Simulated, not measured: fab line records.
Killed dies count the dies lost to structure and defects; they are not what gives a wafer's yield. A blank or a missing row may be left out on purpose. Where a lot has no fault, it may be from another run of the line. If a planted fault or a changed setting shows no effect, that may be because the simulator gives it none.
What tool caused it? + flow sky130 + 6 lots, 18 wafers sampled, at 2 steps of a route of 708

## WHAT THE GAUGES SHOWED, per wafer
SKY_LI_CONTACT_CD_MEAS_12 targets a cd of 170 nm.
| lot  | measured     | on        | cd nm (nm)                          |
|------|--------------|-----------|-------------------------------------|
| L421 | day 29 15:50 | cd sem-02 | 170.1 170.4 170.1                   |
| L425 | day 31 02:52 | cd sem-01 | 169.7 168.6 168.1                   |
| L431 | day 33 00:19 | cd sem-01 | 135.2 133.8 134.2 134.9 134.1 134.2 |
| L435 | day 34 04:41 | cd sem-02 | 169.9 169.0 168.5                   |
| L437 | day 34 21:05 | cd sem-02 | 172.7 173.9 172.8                   |
| L441 | day 35 19:02 | cd sem-01 | 167.4 168.3 168.2                   |

## WHAT TOOL EACH LOT RAN ON (gives the tool, then ch and the chambers of the sampled wafers, and finally the start)
| lot  | SKY_LI_CONTACT_EXPOSE_09          |
|------|-----------------------------------|
| L421 | krf scanner-02 ch 0, day 29 02:37 |
| L425 | krf scanner-01 ch 0, day 30 13:58 |
| L431 | krf scanner-01 ch 0, day 32 11:08 |
| L435 | krf scanner-02 ch 0, day 33 15:35 |
| L437 | krf scanner-01 ch 0, day 34 07:50 |
| L441 | krf scanner-01 ch 0, day 35 06:01 |
- SKY_LI_CONTACT_EXPOSE_09: exposes mask LICM1, target cd 170 nm.

## THE ANSWER, worked out from the rows above alone
Rule: the usual values come from the lots themselves. Put in order of their means at a reading, lots are off if they are a third of the lots or fewer, leave a main group of 4 or more, and stand apart from it by a gap of 3 or more times the standard deviation of the main group's means; of several such gaps the widest counts. If all means in a main group match to the digits the tables above print for the reading, that group is not used. Also off: a lot with no number at a reading for which 4 or more lots have one. Any other lot the step has rows for is counted as sound.
Off: L431 (SKY_LI_CONTACT_CD_MEAS_12, cd nm). Main group: mean 169.8 nm, sd 1.8.
A tool fits if, at a process step before that reading, it ran every lot that is off, and no sound lot after the first of them. Gauges at SKY_LI_CONTACT_CD_MEAS_12: tried the same way as those tools. No candidate that was tried fits.

## WHAT THE SIMULATOR HAD INSERTED
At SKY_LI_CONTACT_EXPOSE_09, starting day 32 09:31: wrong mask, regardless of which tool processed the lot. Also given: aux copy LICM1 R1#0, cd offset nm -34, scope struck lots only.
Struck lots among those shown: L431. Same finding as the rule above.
